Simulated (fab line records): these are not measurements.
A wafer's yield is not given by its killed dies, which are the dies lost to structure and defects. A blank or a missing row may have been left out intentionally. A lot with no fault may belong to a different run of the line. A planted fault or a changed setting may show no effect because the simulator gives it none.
fab line records	flow sky130
[record] lots = 24	wafers = 72	last-day = 50
route steps=708 shown METAL3@535 VIA3@587 CAP2M@603
lots that met no fault: from a run of the same line without faults
start-h: the number of hours between the record's first day and the start of the first shown wafer of the lot	wait-h: hours elapsed since this lot's preceding step	" same as the row above	L1.1+2: several wafers, shown together as one row	- either no value or no given start	* or withheld: withheld	< > ~ a bound
route shown NAME@n: NAME is a module with steps in the file, n the number in the route of the first one	usual: mean and standard deviation over wafers with no fault	same: alike in all rows	chamber/n: place in a boat	sites: readings site by site	_std_site: the values' standard deviation	_edge_site: inner sites' mean taken away from outer sites' mean	radius-mm: for every site, how far away it sits from the centre of the wafer	mask NAME#n: copy n	behind: the most recent tool/chamber to have shaped the wafer	hold: reason for holding the lot/hours on hold/outcome of the hold	device: whichever transistor did not switch (one of n, p or np)	end of line: the same wafers' tests at the end of the route	where a step has no rows: the recipe by itself	killed: count of dies lost to structure and defects at first sort (not the wafer's yield)	map: the dies of a wafer, with x for killed, . for not killed, _ for no die there
set.NAME: setting as actually run; set.NAME@STEP: the setting as run at that earlier step	model.NAME: the simulator's own value behind a step, which no gauge read
route steps across a sampled set of lots; one table per step, one row per wafer
services: when a tool's chamber went out of use (start-h, in hours from the record's first day, below 0 if earlier), for how many hours, and the reason
[[steps]]
[step SKY_METAL3_SPUTTER_03]
[recipe] material = Ti	target-thk-nm = 5	power-w = 3000	time-s = 3.3	chamber-pressure-pa = 0.4
[usual] throttle-valve-pct = 30.3/0.88
lot.wafer	tool	chamber	start-h	wait-h	throttle-valve-pct
L074.3	pvd-sputter-04	-	872.51	0.0	28.7
L074.4	"	-	"	"	30.2
L074.6	"	-	"	"	28.7
L075.1	pvd-sputter-04	-	874.78	0.0	30.0
L075.3	"	-	"	"	31.6
L075.4	"	-	"	"	31.1
L077.4	pvd-sputter-01	-	875.17	0.0	29.2
L077.5	"	-	"	"	31.4
L077.6	"	-	"	"	29.6
L076.4	pvd-sputter-01	-	877.25	0.0	29.3
L076.5	"	-	"	"	29.0
L076.6	"	-	"	"	31.3
L078.2	pvd-sputter-04	-	920.22	0.0	31.0
L078.4	"	-	"	"	30.0
L078.5	"	-	"	"	31.3
L079.1	pvd-sputter-03	-	920.41	0.0	30.5
L079.2	"	-	"	"	29.6
L079.3	"	-	"	"	29.8
L081.1	pvd-sputter-01	-	922.15	0.0	29.2
L081.2	"	-	"	"	29.6
L081.4	"	-	"	"	31.2
L080.1	pvd-sputter-03	-	922.80	0.0	30.6
L080.2	"	-	"	"	29.3
L080.4	"	-	"	"	29.4
L082.1	pvd-sputter-03	-	923.58	0.0	29.8
L082.4	"	-	"	"	30.5
L082.6	"	-	"	"	30.5
L084.2	pvd-sputter-04	-	929.63	0.0	28.8
L084.4	"	-	"	"	30.1
L084.5	"	-	"	"	31.3
L083.2	pvd-sputter-04	-	932.78	0.0	31.4
L083.4	"	-	"	"	29.1
L083.6	"	-	"	"	31.1
L085.1	pvd-sputter-01	-	933.43	0.0	31.4
L085.2	"	-	"	"	29.6
L085.3	"	-	"	"	29.2
L086.3	pvd-sputter-03	-	933.74	0.0	30.6
L086.5	"	-	"	"	31.0
L086.6	"	-	"	"	29.7
L087.2	pvd-sputter-03	-	943.94	0.0	29.3
L087.4	"	-	"	"	29.8
L087.6	"	-	"	"	30.8
L088.2	pvd-sputter-03	-	955.03	0.0	29.4
L088.3	"	-	"	"	30.4
L088.5	"	-	"	"	30.7
L089.2	pvd-sputter-04	-	956.22	0.0	28.8
L089.3	"	-	"	"	31.4
L089.4	"	-	"	"	30.8
L090.1	pvd-sputter-03	-	971.63	0.0	29.4
L090.2	"	-	"	"	29.9
L090.5	"	-	"	"	30.2
L091.1	pvd-sputter-03	-	974.97	0.0	30.7
L091.4	"	-	"	"	29.5
L091.5	"	-	"	"	29.3
L092.1	pvd-sputter-04	-	978.80	0.0	31.0
L092.2	"	-	"	"	28.7
L092.5	"	-	"	"	30.9
L093.1	pvd-sputter-01	-	993.72	0.0	31.7
L093.2	"	-	"	"	31.3
L093.6	"	-	"	"	29.4
L094.4	pvd-sputter-01	-	996.32	0.0	31.6
L094.5	"	-	"	"	29.3
L094.6	"	-	"	"	31.3
L095.1	pvd-sputter-04	-	1006.00	0.0	31.0
L095.4	"	-	"	"	31.5
L095.6	"	-	"	"	31.5
L096.1	pvd-sputter-04	-	1008.07	0.0	30.2
L096.3	"	-	"	"	31.3
L096.6	"	-	"	"	28.7
L097.2	pvd-sputter-01	-	1014.63	0.0	29.8
L097.4	"	-	"	"	29.2
L097.6	"	-	"	"	31.3
[step SKY_METAL3_DESCUM_15]
[recipe] chemistry = O2	source-power-w = 150	bias-power-w = 0	pressure-mtorr = 10	temp-c = 40	time-s = 8
[usual] drypump-motor-current-A = 5.5/0.56	oes-product-au = 1.002/0.013
lot.wafer	tool	chamber	start-h	wait-h	drypump-motor-current-A	oes-product-au	rf-hours-counter-h
L074.3	rie-metal-03	1	925.13	0.0	6.2	0.995	-
L074.4	"	0	"	"	4.7	1.013	-
L074.6	"	1	"	"	6.3	0.989	-
L075.1	rie-metal-04	0	926.79	0.0	5.8	1.006	4
L075.3	"	1	"	"	6.1	0.987	-
L075.4	"	0	"	"	5.8	1.013	-
L077.4	rie-metal-01	1	927.03	0.0	5.3	0.987	-
L077.5	"	1	"	"	5.3	0.995	-
L077.6	"	0	"	"	5.2	1.008	-
L076.4	rie-metal-01	1	928.31	0.0	5.3	0.987	-
L076.5	"	0	"	"	5.2	1.004	-
L076.6	"	1	"	"	5.3	0.987	-
L078.2	rie-metal-01	1	969.62	0.0	5.3	0.992	14
L078.4	"	1	"	"	5.3	0.982	-
L078.5	"	0	"	"	5.3	1.003	-
L079.1	rie-metal-04	1	969.97	0.0	6.1	0.994	15
L079.2	"	0	"	"	5.8	1.032	6
L079.3	"	1	"	"	6.1	0.993	-
L081.1	rie-metal-04	0	972.17	0.0	5.8	1.020	6
L081.2	"	1	"	"	6.1	0.984	15
L081.4	"	1	"	"	6.1	0.993	-
L080.1	rie-metal-04	1	972.52	0.0	6.1	0.995	16
L080.2	"	0	"	"	5.8	1.023	7
L080.4	"	0	"	"	5.9	1.015	-
L082.1	rie-metal-03	1	972.87	0.0	6.2	0.987	14
L082.4	"	0	"	"	4.7	1.025	-
L082.6	"	1	"	"	6.3	0.996	-
L084.2	rie-metal-01	0	978.57	0.0	5.2	0.987	19
L084.4	"	0	"	"	5.3	0.999	-
L084.5	"	1	"	"	5.3	0.993	-
L083.2	rie-metal-01	1	982.07	0.0	5.3	0.981	15
L083.4	"	1	"	"	5.3	0.978	-
L083.6	"	0	"	"	5.2	0.997	-
L085.1	rie-metal-04	1	983.27	0.0	6.1	0.989	16
L085.2	"	0	"	"	5.8	1.018	7
L085.3	"	0	"	"	5.8	1.022	-
L086.3	rie-metal-03	0	983.63	0.0	4.7	1.016	-
L086.5	"	1	"	"	6.3	0.985	-
L086.6	"	0	"	"	4.6	1.011	-
L087.2	rie-metal-01	1	993.76	0.0	5.3	0.990	16
L087.4	"	1	"	"	5.3	0.997	-
L087.6	"	0	"	"	5.3	1.001	-
L088.2	rie-metal-01	1	1003.01	0.0	5.3	0.998	16
L088.3	"	1	"	"	5.3	0.999	-
L088.5	"	1	"	"	5.3	0.999	-
L089.2	rie-metal-03	0	1004.12	0.0	4.7	1.021	15
L089.3	"	0	"	"	4.7	1.019	-
L089.4	"	1	"	"	6.2	0.992	-
L090.1	rie-metal-03	0	1018.22	0.0	4.7	1.025	16
L090.2	"	1	"	"	6.3	0.989	16
L090.5	"	1	"	"	6.3	1.000	-
L091.1	rie-metal-03	1	1021.26	0.0	6.2	0.996	17
L091.4	"	1	"	"	6.3	0.994	-
L091.5	"	1	"	"	6.3	0.999	-
L092.1	rie-metal-01	1	1025.56	0.0	5.3	0.998	17
L092.2	"	0	"	"	5.2	1.003	22
L092.5	"	1	"	"	5.3	1.000	-
L093.1	rie-metal-03	0	1038.66	0.0	4.7	1.022	17
L093.2	"	1	"	"	6.3	1.012	17
L093.6	"	1	"	"	6.2	1.000	-
L094.4	rie-metal-03	0	1042.03	0.0	4.7	1.013	-
L094.5	"	0	"	"	4.7	1.019	-
L094.6	"	1	"	"	6.3	1.000	-
L095.1	rie-metal-01	1	1051.82	0.0	5.3	1.002	19
L095.4	"	1	"	"	5.3	1.000	-
L095.6	"	1	"	"	5.3	0.996	-
L096.1	rie-metal-03	0	1053.32	0.0	4.7	1.005	19
L096.3	"	0	"	"	4.7	1.012	-
L096.6	"	0	"	"	4.6	1.010	-
L097.2	rie-metal-04	1	1060.07	0.0	6.1	0.989	21
L097.4	"	1	"	"	6.1	0.983	-
L097.6	"	0	"	"	5.8	1.022	-
[step SKY_VIA3_ETCH_14]
[recipe] chemistry = N2/H2	target = BARC	ion-energy-ev = 200	source-w = 500	bias-w = 100	pressure-mtorr = 30	n2-flow-sccm = 100	h2-flow-sccm = 200	stop-on = SiO2	time-s = 45.9	target-depth-a = 600
[usual] drypump-motor-current-A = 5.8/0.43	n2-flow-sccm = 100.00/0.29	oes-product-au = 0.855/0.0049	throttle-valve-pct = 13.225/0.0097
lot.wafer	tool	chamber	start-h	wait-h	drypump-motor-current-A	n2-flow-sccm	oes-product-au	rf-hours-counter-h	throttle-valve-pct
L074.3	rie-diel-02	1	950.77	0.0	5.5	99.75	0.858	15	13.231
L074.4	"	3	"	"	5.7	100.01	0.844	-	13.214
L074.6	"	0	"	"	5.7	100.06	0.859	-	13.221
L075.1	rie-diel-01	2	951.77	0.0	6.1	100.40	0.846	12	13.242
L075.3	"	3	"	"	6.1	100.03	0.849	12	13.229
L075.4	"	1	"	"	5.7	99.77	0.854	22	13.223
L077.4	rie-diel-02	3	952.33	0.0	5.7	99.64	0.856	26	13.220
L077.5	"	0	"	"	5.7	99.98	0.856	-	13.226
L077.6	"	1	"	"	5.5	100.25	0.863	-	13.226
L076.4	rie-diel-04	0	953.81	0.0	6.5	100.15	0.852	11	13.216
L076.5	"	0	"	"	6.5	100.37	0.861	-	13.209
L076.6	"	3	"	"	6.1	100.60	0.852	-	13.236
L078.2	rie-diel-02	2	994.91	0.0	6.4	100.00	0.861	18	13.222
L078.4	"	3	"	"	5.7	99.68	0.858	27	13.239
L078.5	"	2	"	"	6.4	100.05	0.860	-	13.227
L079.1	rie-diel-04	1	994.97	0.0	5.1	100.36	0.855	28	13.231
L079.2	"	3	"	"	6.1	99.90	0.852	19	13.222
L079.3	"	0	"	"	6.4	100.00	0.855	12	13.236
L081.1	rie-diel-02	3	997.01	0.0	5.7	99.97	0.858	28	13.232
L081.2	"	0	"	"	5.7	99.86	0.858	18	13.241
L081.4	"	1	"	"	5.5	100.19	0.863	17	13.232
L080.1	rie-diel-02	1	998.17	0.0	5.4	100.14	0.846	17	13.237
L080.2	"	3	"	"	5.7	100.04	0.852	28	13.210
L080.4	"	0	"	"	5.7	99.63	0.854	18	13.238
L082.1	rie-diel-01	1	998.52	0.0	5.7	99.77	0.859	24	13.221
L082.4	"	2	"	"	6.1	99.83	0.856	13	13.234
L082.6	"	1	"	"	5.7	100.13	0.855	-	13.234
L084.2	rie-diel-04	3	1003.71	0.0	6.1	100.18	0.855	20	13.223
L084.4	"	2	"	"	5.0	99.97	0.848	9	13.215
L084.5	"	1	"	"	5.1	100.20	0.862	-	13.230
L083.2	rie-diel-02	1	1006.16	0.0	5.4	100.12	0.849	17	13.225
L083.4	"	3	"	"	5.7	100.19	0.858	28	13.227
L083.6	"	2	"	"	6.4	100.49	0.850	-	13.229
L085.1	rie-diel-01	2	1007.31	0.0	6.1	100.37	0.859	14	13.226
L085.2	"	1	"	"	5.7	100.27	0.866	24	13.244
L085.3	"	0	"	"	5.6	100.08	0.858	5	13.214
L086.3	rie-diel-04	1	1008.46	0.0	5.2	100.32	0.855	28	13.225
L086.5	"	0	"	"	6.4	99.65	0.863	-	13.216
L086.6	"	3	"	"	6.1	99.92	0.852	-	13.232
L087.2	rie-diel-01	1	1017.51	0.0	5.7	99.71	0.861	24	13.233
L087.4	"	2	"	"	6.1	99.73	0.850	14	13.211
L087.6	"	1	"	"	5.7	99.57	0.853	-	13.226
L088.2	rie-diel-01	0	1026.77	0.0	5.6	99.47	0.857	5	13.217
L088.3	"	2	"	"	6.1	99.74	0.855	14	13.227
L088.5	"	1	"	"	5.7	99.97	0.854	-	13.219
L089.2	rie-diel-04	1	1027.98	0.0	5.1	100.04	0.855	29	13.251
L089.3	"	3	"	"	6.1	100.05	0.849	20	13.224
L089.4	"	2	"	"	5.0	100.04	0.854	10	13.232
L090.1	rie-diel-04	0	1042.11	0.0	6.4	99.93	0.861	14	13.224
L090.2	"	2	"	"	5.0	99.56	0.850	10	13.243
L090.5	"	3	"	"	6.1	100.05	0.851	-	13.223
L091.1	rie-diel-01	0	1045.12	0.0	5.6	100.01	0.854	6	13.224
L091.4	"	2	"	"	6.1	100.04	0.854	15	13.240
L091.5	"	1	"	"	5.7	100.89	0.853	-	13.224
L092.1	rie-diel-02	2	1049.62	0.0	6.4	100.25	0.858	20	13.228
L092.2	"	3	"	"	5.7	100.45	0.856	29	13.218
L092.5	"	0	"	"	5.7	99.97	0.850	-	13.229
L093.1	rie-diel-02	1	1062.46	0.0	5.5	99.92	0.854	19	13.229
L093.2	"	3	"	"	5.7	99.71	0.851	30	13.232
L093.6	"	1	"	"	5.5	99.63	0.853	-	13.197
L094.4	rie-diel-01	0	1065.98	0.0	5.6	99.28	0.851	-	13.213
L094.5	"	3	"	"	6.2	99.93	0.852	-	13.227
L094.6	"	1	"	"	5.7	100.00	0.853	-	13.208
L095.1	rie-diel-02	0	1075.26	0.0	5.7	99.89	0.861	21	13.226
L095.4	"	2	"	"	6.4	99.81	0.852	21	13.224
L095.6	"	2	"	"	6.4	100.12	0.860	-	13.201
L096.1	rie-diel-04	3	1076.38	0.0	6.1	100.01	0.854	22	13.226
L096.3	"	0	"	"	6.4	100.06	0.860	15	13.220
L096.6	"	2	"	"	5.0	99.27	0.863	-	13.232
L097.2	rie-diel-04	2	1082.23	0.0	5.0	100.19	0.854	12	13.221
L097.4	"	1	"	"	5.1	99.25	0.857	1	13.226
L097.6	"	1	"	"	5.1	99.77	0.859	-	13.225
[step SKY_VIA3_CMP_24]
[recipe] stop-on = SiO2	t-overpolish-s = 20	down-force-psi = 3.5	platen-rpm = 60	target-thk-nm = 0	pad-velocity-m-s = 0.94248
[usual] motor-current-A = 10.6/1.2	overpolish-run-s = 20.000/0.0086	time-to-endpoint-s = 95/4.2
lot.wafer	tool	chamber	start-h	wait-h	motor-current-A	overpolish-run-s	time-to-endpoint-s
L074.4	cmp-02	0	951.96	0.1	10.4	20.000	96
L074.3	"	1	"	"	9.1	20.000	94
L074.6	"	2	"	"	9.9	19.991	92
L075.3	cmp-02	1	952.84	0.0	9.4	19.993	96
L075.1	"	2	"	"	10.8	20.005	92
L075.4	"	3	"	"	10.3	20.003	83
L077.4	cmp-02	0	953.54	0.2	10.3	20.011	98
L077.5	"	1	"	"	9.5	20.001	102
L077.6	"	2	"	"	10.1	19.995	91
L076.4	cmp-02	3	954.92	0.1	10.0	19.995	91
L076.5	"	2	"	"	10.9	20.001	92
L076.6	"	3	"	"	10.0	20.009	89
L078.2	cmp-02	0	996.29	0.4	10.4	19.989	99
L078.4	"	1	"	"	9.4	20.002	98
L078.5	"	3	"	"	9.6	20.004	94
L079.3	cmp-02	1	996.54	0.3	9.3	20.000	99
L079.1	"	2	"	"	10.8	19.981	93
L079.2	"	3	"	"	10.0	19.996	88
L081.1	cmp-02	0	998.07	0.1	10.3	19.994	99
L081.2	"	2	"	"	10.9	19.989	94
L081.4	"	3	"	"	10.0	20.017	91
L080.4	cmp-02	0	999.24	0.0	10.5	19.998	101
L080.2	"	1	"	"	9.4	19.983	100
L080.1	"	2	"	"	10.6	19.991	94
L082.1	cmp-02	3	999.68	0.1	10.5	20.006	92
L082.4	"	0	"	"	10.3	19.990	98
L082.6	"	1	"	"	9.4	19.994	96
L084.2	cmp-02	3	1005.41	0.7	9.7	19.985	90
L084.4	"	0	"	"	10.1	19.995	101
L084.5	"	3	"	"	10.2	20.014	95
L083.4	cmp-02	1	1007.25	0.0	9.3	20.012	94
L083.2	"	3	"	"	10.1	19.993	90
L083.6	"	2	"	"	11.1	19.995	96
L085.1	cmp-02	3	1008.38	0.1	9.2	20.012	92
L085.3	"	1	"	"	9.7	19.996	97
L085.2	"	2	"	"	10.2	20.001	94
L086.3	cmp-01	1	1009.57	0.1	11.1	19.985	92
L086.6	"	0	"	"	10.4	19.992	94
L086.5	"	1	"	"	11.5	19.998	95
L087.2	cmp-02	2	1018.57	0.0	10.7	20.001	99
L087.4	"	3	"	"	9.9	19.983	95
L087.6	"	2	"	"	10.3	20.011	99
L088.3	cmp-01	1	1028.63	0.7	11.0	20.008	90
L088.2	"	2	"	"	11.9	19.991	89
L088.5	"	3	"	"	13.2	19.993	96
L089.2	cmp-01	1	1029.48	0.5	11.3	20.005	92
L089.4	"	2	"	"	11.5	20.002	92
L089.3	"	3	"	"	13.5	19.990	95
L090.1	cmp-02	0	1043.55	0.4	10.5	19.992	94
L090.2	"	1	"	"	9.8	20.012	92
L090.5	"	1	"	"	9.2	19.996	93
L091.4	cmp-02	3	1046.19	0.0	9.9	20.006	90
L091.1	"	2	"	"	10.9	20.010	98
L091.5	"	0	"	"	9.9	20.004	99
L092.1	cmp-01	2	1050.85	0.1	12.3	19.999	93
L092.2	"	0	"	"	10.2	20.005	98
L092.5	"	3	"	"	13.9	20.010	100
L093.1	cmp-02	2	1063.57	0.1	10.6	20.006	90
L093.2	"	3	"	"	9.6	20.016	89
L093.6	"	2	"	"	10.9	20.005	90
L094.4	cmp-01	0	1067.06	0.0	10.3	19.993	97
L094.5	"	0	"	"	10.3	19.999	99
L094.6	"	1	"	"	11.3	20.002	94
L095.1	cmp-02	0	1076.58	0.3	11.2	20.016	98
L095.4	"	2	"	"	10.4	20.014	97
L095.6	"	3	"	"	10.1	20.006	90
L096.3	cmp-01	2	1077.90	0.5	12.1	20.007	90
L096.1	"	0	"	"	10.3	20.016	96
L096.6	"	3	"	"	13.9	20.018	95
L097.4	cmp-01	1	1083.66	0.3	10.9	19.982	99
L097.2	"	2	"	"	12.4	20.010	96
L097.6	"	0	"	"	10.9	20.007	102
[step SKY_CAP2M_CVD_00]
[recipe] material = SiO2	target-thk-nm = 15.5	temp-c = 400	time-s = withheld	rf-w = 450
[usual] heater-power-w = 672/74
lot.wafer	tool	chamber	start-h	wait-h	heater-power-w
L074.3	pecvd-02	1	952.33	0.0	728
L074.4	"	0	"	"	671
L074.6	"	1	"	"	721
L075.1	pecvd-03	0	953.29	0.0	749
L075.3	"	1	"	"	716
L075.4	"	2	"	"	603
L077.4	pecvd-04	1	953.85	0.0	787
L077.5	"	0	"	"	741
L077.6	"	2	"	"	644
L076.4	pecvd-03	0	955.33	0.0	760
L076.5	"	2	"	"	637
L076.6	"	1	"	"	693
L078.2	pecvd-03	0	996.69	0.0	701
L078.4	"	2	"	"	558
L078.5	"	1	"	"	765
L079.1	pecvd-02	0	996.99	0.0	631
L079.2	"	1	"	"	767
L079.3	"	2	"	"	642
L081.1	pecvd-04	2	998.52	0.0	630
L081.2	"	1	"	"	751
L081.4	"	1	"	"	780
L080.1	pecvd-04	0	999.69	0.0	698
L080.2	"	2	"	"	538
L080.4	"	0	"	"	703
L082.1	pecvd-03	1	1000.04	0.0	713
L082.4	"	1	"	"	717
L082.6	"	0	"	"	629
L084.2	pecvd-02	1	1005.86	0.0	763
L084.4	"	2	"	"	549
L084.5	"	0	"	"	620
L083.2	pecvd-03	2	1007.70	0.0	580
L083.4	"	2	"	"	581
L083.6	"	1	"	"	759
L085.1	pecvd-04	0	1008.83	0.0	771
L085.2	"	2	"	"	645
L085.3	"	2	"	"	645
L086.3	pecvd-03	1	1009.97	0.0	672
L086.5	"	2	"	"	613
L086.6	"	1	"	"	690
L087.2	pecvd-02	0	1019.02	0.0	647
L087.4	"	1	"	"	671
L087.6	"	0	"	"	651
L088.2	pecvd-03	0	1028.98	0.0	688
L088.3	"	0	"	"	698
L088.5	"	1	"	"	740
L089.2	pecvd-02	2	1029.88	0.0	613
L089.3	"	0	"	"	565
L089.4	"	2	"	"	595
L090.1	pecvd-03	0	1044.00	0.0	642
L090.2	"	2	"	"	535
L090.5	"	0	"	"	650
L091.1	pecvd-04	0	1046.64	0.0	702
L091.4	"	1	"	"	718
L091.5	"	2	"	"	609
L092.1	pecvd-04	1	1051.30	0.0	737
L092.2	"	2	"	"	627
L092.5	"	1	"	"	745
L093.1	pecvd-03	0	1063.97	0.0	666
L093.2	"	2	"	"	613
L093.6	"	2	"	"	624
L094.4	pecvd-04	0	1067.52	0.0	757
L094.5	"	2	"	"	621
L094.6	"	1	"	"	776
L095.1	pecvd-03	1	1076.98	0.0	724
L095.4	"	0	"	"	770
L095.6	"	2	"	"	608
L096.1	pecvd-02	2	1078.36	0.0	631
L096.3	"	1	"	"	764
L096.6	"	0	"	"	598
L097.2	pecvd-04	2	1084.01	0.0	534
L097.4	"	0	"	"	739
L097.6	"	0	"	"	721
[step SKY_CAP2M_THK_MEAS_01]
[recipe] reads = SiO2_of_CAP2M_CVD_00
[usual] CAP2M_CVD_00_THK = 15.55/0.23
lot.wafer	tool	chamber	start-h	wait-h	CAP2M_CVD_00_THK[nm]
L074.3	film-metro-01	-	952.37	-	15.95
L074.4	"	-	"	"	15.56
L074.6	"	-	"	"	16.01
L075.1	film-metro-02	-	953.31	-	15.57
L075.3	"	-	"	"	15.27
L075.4	"	-	"	"	15.55
L077.4	film-metro-03	-	953.90	-	15.73
L077.5	"	-	"	"	15.52
L077.6	"	-	"	"	15.59
L076.4	film-metro-03	-	955.37	-	15.94
L076.5	"	-	"	"	15.59
L076.6	"	-	"	"	15.58
L078.2	film-metro-02	-	996.72	-	15.59
L078.4	"	-	"	"	15.52
L078.5	"	-	"	"	15.70
L079.1	film-metro-02	-	997.01	-	15.28
L079.2	"	-	"	"	15.66
L079.3	"	-	"	"	15.43
L081.1	film-metro-02	-	998.55	-	15.08
L081.2	"	-	"	"	15.70
L081.4	"	-	"	"	15.69
L080.1	film-metro-02	-	999.72	-	15.30
L080.2	"	-	"	"	15.05
L080.4	"	-	"	"	15.69
L082.1	film-metro-01	-	1000.06	-	15.73
L082.4	"	-	"	"	15.77
L082.6	"	-	"	"	15.92
L084.2	film-metro-01	-	1005.89	-	15.81
L084.4	"	-	"	"	15.47
L084.5	"	-	"	"	15.66
L083.2	film-metro-03	-	1007.74	-	15.23
L083.4	"	-	"	"	15.43
L083.6	"	-	"	"	15.67
L085.1	film-metro-03	-	1008.86	-	15.50
L085.2	"	-	"	"	15.00
L085.3	"	-	"	"	15.49
L086.3	film-metro-01	-	1010.02	-	15.58
L086.5	"	-	"	"	15.81
L086.6	"	-	"	"	15.96
L087.2	film-metro-03	-	1019.06	-	15.15
L087.4	"	-	"	"	15.81
L087.6	"	-	"	"	15.43
L088.2	film-metro-01	-	1029.02	-	15.66
L088.3	"	-	"	"	15.64
L088.5	"	-	"	"	15.73
L089.2	film-metro-03	-	1029.91	-	15.22
L089.3	"	-	"	"	15.24
L089.4	"	-	"	"	15.47
L090.1	film-metro-02	-	1044.03	-	15.32
L090.2	"	-	"	"	15.18
L090.5	"	-	"	"	15.57
L091.1	film-metro-02	-	1046.66	-	15.40
L091.4	"	-	"	"	15.56
L091.5	"	-	"	"	15.39
L092.1	film-metro-01	-	1051.33	-	15.52
L092.2	"	-	"	"	15.20
L092.5	"	-	"	"	15.81
L093.1	film-metro-03	-	1064.01	-	15.22
L093.2	"	-	"	"	15.47
L093.6	"	-	"	"	15.61
L094.4	film-metro-03	-	1067.57	-	15.61
L094.5	"	-	"	"	15.69
L094.6	"	-	"	"	15.84
L095.1	film-metro-01	-	1077.00	-	15.57
L095.4	"	-	"	"	15.94
L095.6	"	-	"	"	15.86
L096.1	film-metro-03	-	1078.38	-	15.28
L096.3	"	-	"	"	15.79
L096.6	"	-	"	"	15.60
L097.2	film-metro-03	-	1084.06	-	15.28
L097.4	"	-	"	"	15.71
L097.6	"	-	"	"	15.45
[[services]]
tool	chamber	start-h	hours	kind
rie-diel-02	3	852.31	7.6	repair
rie-diel-04	3	854.56	3.4	repair
cmp-02	-	876.22	1.1	repair
pecvd-03	2	876.91	5.1	repair
rie-metal-03	-	885.73	0.2	repair
rie-diel-04	2	885.84	4.6	repair
rie-diel-02	2	886.67	4.8	repair
pecvd-04	1	887.63	15.4	repair
cmp-02	-	891.66	0.4	repair
pvd-sputter-03	-	899.98	5.2	repair
rie-diel-04	-	907.71	2.2	repair
cmp-02	-	912.00	4.0	pm
rie-metal-03	1	939.84	8.7	repair
pecvd-04	2	942.50	5.4	repair
rie-diel-02	2	948.86	3.0	repair
pvd-sputter-03	-	956.95	2.0	repair
pvd-sputter-04	-	995.11	10.4	repair
pecvd-03	2	1014.65	18.7	repair
cmp-02	-	1023.88	13.6	repair
pvd-sputter-03	-	1032.88	9.4	repair
pecvd-03	1	1039.01	35.5	repair
pecvd-04	1	1057.34	5.2	repair
rie-diel-02	0	1076.65	5.6	repair
cmp-02	-	1078.33	10.6	pm
[[key]]
fault none
